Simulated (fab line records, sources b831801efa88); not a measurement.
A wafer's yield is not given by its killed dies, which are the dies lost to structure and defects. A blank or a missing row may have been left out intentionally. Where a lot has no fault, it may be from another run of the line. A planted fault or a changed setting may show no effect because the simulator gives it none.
2 desks looking at one fault | flow sky130 | every desk sees just its own numbers, and what lay behind them comes last

METROLOGY DESK
What the gauges read for every lot (on any tool): the sampled wafers with a number, averaged. Marked OUT: a lot whose mean sits more than 4 standard deviations from the usual mean, which makes it out of limits; the brackets give that distance. 7 of its 8 readings are shown, namely those furthest out on some lot.
Columns: A = cdNm at SKY_VIA1_CD_MEAS_12, usual 149.3 nm; B = VIA1_OVL at SKY_VIA1_OVL_MEAS_13, usual -5 nm; C = VIA1_W_RS at SKY_VIA1_RS_MEAS_22, usual 0.422 ohm/sq; D = VIA1_W_THK at SKY_VIA1_THK_MEAS_23, usual 279 nm; E = METAL2_ALCU_RS at SKY_METAL2_RS_MEAS_05, usual 0.1266 ohm/sq; F = METAL2_ALCU_THK at SKY_METAL2_THK_MEAS_06, usual 255.7 nm; G = METAL2_OVL at SKY_METAL2_OVL_MEAS_16, usual 1 nm
lot  | first seen here | A     | B   | C     | D   | E      | F     | G
L315 | day 34 10:32    | 150.3 | -7  | 0.425 | 277 | 0.1256 | 256.4 | 3
L318 | day 36 07:58    | 147.9 | -7  | 0.422 | 279 | 0.1245 | 258.7 | 3
L325 | day 37 21:08    | 150.0 | 2   | 0.428 | 276 | 0.1258 | 257.4 | 2
L326 | day 38 02:32    | 151.0 | -13 | 0.425 | 277 | 0.1255 | 258.2 | 3
L332 | day 39 23:31    | 151.5 | -4  | 0.428 | 276 | 0.1274 | 254.8 | -1
L335 | day 40 17:29    | 147.8 | -3  | 0.418 | 280 | 0.1274 | 254.1 | -9
This desk found nothing out of limits on any of the 6 lots.

FOR THE TOOL OWNER'S DESK: cmp-02
The tool's own readings at SKY_VIA1_CMP_24 (polishes, stops on SiO2, t overpolish 15 s, target thk 0 nm): means of the sampled wafers that have a number, for each lot that ran on this tool. Marked OUT: a lot whose mean sits more than 4 standard deviations from the usual mean, which makes it out of limits; the brackets give that distance.
Columns: A = motorCurrentA at SKY_VIA1_CMP_24, usual 10.8 A; B = overpolishRunS at SKY_VIA1_CMP_24, usual 14.999 s; C = slurryFilterDpKPa at SKY_VIA1_CMP_24, usual 13.49 kPa; D = timeToEndpointS at SKY_VIA1_CMP_24, usual 65.5 s
lot  | first seen here | A    | B      | C     | D
L315 | day 34 11:50    | 10.4 | 15.004 | 13.53 | 67.9
L318 | day 36 09:20    | 10.6 | 15.006 | 13.52 | 67.4
L325 | day 37 22:22    | 10.2 | 14.995 | 13.59 | 56.6
L326 | day 38 03:41    | 9.9  | 14.998 | 13.41 | 54.9 (-4.1) OUT
This desk's finding: out of limits on L326; first on L326, day 38 03:41 (timeToEndpointS at SKY_VIA1_CMP_24). Within limits: L315, L318, L325.

ALL TOGETHER
The tool owner's desk had the chance to raise an alarm at day 38 03:41 on L326.
The metrology desk saw nothing out of limits.
The metrology desk has L326 on record, within its limits.
On cmp-02, each named lot ran SKY_VIA1_CMP_24.

WHAT THE SIMULATOR HAD PUT IN
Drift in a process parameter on cmp-02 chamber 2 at SKY_VIA1_CMP_24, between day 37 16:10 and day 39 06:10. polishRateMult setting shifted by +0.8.
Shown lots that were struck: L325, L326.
Each desk's first reading out of limits, in hours after the fault started: the tool owner's desk, 12.
